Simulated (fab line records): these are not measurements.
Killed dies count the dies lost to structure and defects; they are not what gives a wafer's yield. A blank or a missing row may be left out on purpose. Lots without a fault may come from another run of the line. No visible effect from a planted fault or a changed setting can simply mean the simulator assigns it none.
A lot that was struck, set against a sound lot / flow gf180mcu / 15 out of 602 route steps
Sound: these wafers, L504.1, L504.4, L504.6. The struck wafers were L516.2, L516.3, L516.6. At the end, the cause is stated.
At each step with rows: each side's tool, then ch and its chambers, then its first start. Under that, the readings that differ: sound wafers / struck wafers / difference of the means / sigmas: that difference in standard deviations of wafers without a fault.
alike: words and numbers the same on both sides, and readings whose means are apart by under 2 such deviations; not compared: readings that were withheld, readings missing a value for some wafer, numbers with overlapping values and no deviation given by the record, and bounds like >300 which may hide the same value.
A row with sigmas, a row that says differs or no value, or rows on one side alone: a step with any of these is where the two part. When numbers do not overlap yet have no deviation, they are printed without sigmas and do not part them. Lack of a reading on every wafer of one side parts them only where that side has two or more wafers.

first, 1 step without rows for these wafers: GF_CONTACT_ETCH_17 (etches SiO2 in C4F8/O2/Ar, stops on CoSi2, target depth 860 nm).
GF_CONTACT_STRIP_18: strips in O2/N2.
  sound on plasma asher-02 ch 0,1, day 17 13:17; struck on plasma asher-04 ch 0,1, day 21 22:56
  alike: chamber pressure mTorr, drypump motor current A, heater power w, oes product au
  not compared: rf hours counter h
then, 3 steps without rows for these wafers: GF_CONTACT_CLEAN_19 (cleans in SPM); GF_CONTACT_CLEAN_20 (cleans in DIW); GF_CONTACT_CLEAN_21 (cleans in dHF, time 20 s).
GF_CONTACT_SPUTTER_22: material Ti, target thk 15 nm, time 80.02 s.
  sound on pvd sputter-04 at day 17 13:35; struck on pvd sputter-01 at day 21 23:14
  alike: cathode dc power W, throttle valve pct
then, 1 step without rows for these wafers: GF_CONTACT_SPUTTER_23 (material TiN, target thk 10 nm, time 40 s).
GF_CONTACT_CVD_24: deposits W, target thk 300 nm, time 90.339 s.
  sound on cvd w-02 ch 0,1, day 17 13:41; struck on cvd w-02 ch 0, day 21 23:22
  alike: heater power w, susceptor temp C
GF_CONTACT_RS_MEAS_25: measurement is done with a four-point probe.
  sound on film metro-01 at day 17 13:47; struck on film metro-03 at day 21 23:34
  alike: CONTACT_W_RS
GF_CONTACT_THK_MEAS_26: measures by xrf.
  sound on film metro-01 at day 17 13:55; struck on film metro-03 at day 21 23:40
  alike: CONTACT_W_THK
GF_CONTACT_CMP_27: polishes, stops on SiO2, t overpolish 15 s, target thk 0 nm.
  sound on cmp-02 ch 0,2, day 17 14:01; struck on cmp-01 ch 1,2, day 21 23:43
  alike: motor current A, overpolish run s, slurry filter dp kPa, time to endpoint s
GF_M1_SPUTTER_00: material Ti, target thk 37.5 nm, time 150 s.
  sound on pvd sputter-01 at day 17 14:16; struck on pvd sputter-01 at day 22 00:01
  alike: cathode dc power W, throttle valve pct
GF_M1_SPUTTER_01: material TiN, target thk 30 nm, time 25 s.
  sound on pvd sputter-01 at day 17 14:22; struck on pvd sputter-01 at day 22 00:07
reading=cathode dc power W (W); sound=6498.9 6501.7 6500.4; struck=6298.8 6297.4 6299.9; difference=-201.6; sigmas=-99 or more
  alike: throttle valve pct
  not compared: model.TiN_of_M1_SPUTTER_01.thk nm
then, 2 steps without rows for these wafers: GF_M1_SPUTTER_02 (material AlCu, target thk 450 nm, time 23.9 s); GF_PASSIVATION_PROBE_99.

WHERE THEY PART
At GF_M1_SPUTTER_01 and nowhere else, as far as this record goes.

WHY: whatever the simulator had introduced
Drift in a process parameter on pvd sputter-01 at GF_M1_SPUTTER_01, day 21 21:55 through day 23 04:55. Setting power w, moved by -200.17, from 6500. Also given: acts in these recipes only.
